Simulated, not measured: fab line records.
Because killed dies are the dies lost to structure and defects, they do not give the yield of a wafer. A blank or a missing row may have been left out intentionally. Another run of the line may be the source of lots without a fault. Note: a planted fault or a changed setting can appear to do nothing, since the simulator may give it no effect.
Matching of chambers	flow sky130	SKY_VIA3_HDPCVD_00 on hdpcvd-01 has 3 sister chambers
The step deposits SiO2, target thk 1635 nm, time 272.5 s. 16 wafers are shown with their chamber, then 8 later ones without.

== EACH WAFER AND ITS CHAMBER ==
wafer	chamber	run-length-s (s)
L690.2	2	300.8
L690.3	0	300.2
L690.6	0	300.1
L691.3	2	301.3
L691.4	1	299.2
L691.5	2	301.3
L692.1	2	300.7
L692.3	0	300.0
L692.4	1	299.2
L694.1	0	300.5
L694.3	1	299.8
L694.4	0	300.7
L702.2	2	300.7
L702.3	1	299.4
L702.6	2	300.8
L704.4	1	299.5

SIGNATURES, as means of the wafers listed above
reading	chamber 0	chamber 1	chamber 2	scatter within a chamber
run-length-s	300.300	299.420	300.933	0.278
Rule: a wafer's distance from a chamber is the root of the sum, over the readings, of the square of ((its reading less the chamber's mean) divided by the reading's scatter). If the next closest chamber is less than 2 further off than the closest, the wafer can't be placed; otherwise it belongs to the closest. The scatter: the root of (the sum of the squares of (reading less its chamber's mean) over the shown wafers, divided by (wafers less chambers)).

== WAFERS WITHOUT THEIR CHAMBER ==
wafer	run-length-s (s)
L704.5	300.1
L704.6	300.9
L710.1	299.3
L710.2	300.3
L710.6	299.7
L712.2	301.4
L712.3	300.0
L712.4	299.5

== WHICH CHAMBER EACH WENT THROUGH ==
wafer	from the rows above	in truth
L704.5	can't be placed: 0 or 1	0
L704.6	2	2
L710.1	1	1
L710.2	0	0
L710.6	can't be placed: 1 or 0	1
L712.2	2	2
L712.3	can't be placed: 0 or 1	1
L712.4	1	1
5 of 8 placed correctly. Not placeable from these rows: 3 (in 3, the candidates include the true chamber). Wrongly placed: 0.
